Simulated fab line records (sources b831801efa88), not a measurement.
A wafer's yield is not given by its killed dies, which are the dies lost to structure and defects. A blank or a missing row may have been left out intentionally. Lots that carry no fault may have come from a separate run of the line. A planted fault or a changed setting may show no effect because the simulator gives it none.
Matching of chambers ; flow sfq_line ; pecvd-02 running SFQ_TRILAYER_I1_DEP_PECVD_045: 3 sister chambers
The step deposits SiO2 from SiH4/N2O, time 111.11 s, target thk 500 nm. 6 wafers are shown with their chamber, then 7 later ones without.

== EACH WAFER AND ITS CHAMBER ==
wafer;chamber;throttle_valve_pct (%);heater_power_w (W)
L209.3;0;25.2;87
L215.1;1;24.5;76
L215.3;2;26.2;122
L215.6;2;26.1;124
L217.1;1;24.6;76
L217.4;0;25.1;80

== WAFERS WITHOUT THEIR CHAMBER ==
wafer;throttle_valve_pct (%);heater_power_w (W)
L217.5;24.7;83
L225.2;25.3;78
L225.3;26.1;124
L225.4;26.1;124
L228.1;25.1;78
L228.4;25.0;72
L228.5;26.4;103

== WHICH CHAMBER EACH ONE RAN IN ==
wafer;from the rows above;in truth
L217.5;1;1
L225.2;0;0
L225.3;2;2
L225.4;2;2
L228.1;0;0
L228.4;0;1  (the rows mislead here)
L228.5;2;2
Correct placement for 6 of the 7. Not placeable from these rows: 0. Number placed wrongly: 1.
How it was worked out, from the rows above alone: a wafer's distance from a chamber is the root of the sum, over the readings, of the square of ((its reading less the chamber's mean) divided by the reading's scatter). If the next closest chamber is less than 2 further off than the closest, the wafer can't be placed; otherwise it belongs to the closest. A chamber's mean is the mean of its shown wafers. The scatter: the root of (the sum of the squares of (reading less its chamber's mean) over the shown wafers, divided by (wafers less chambers)).
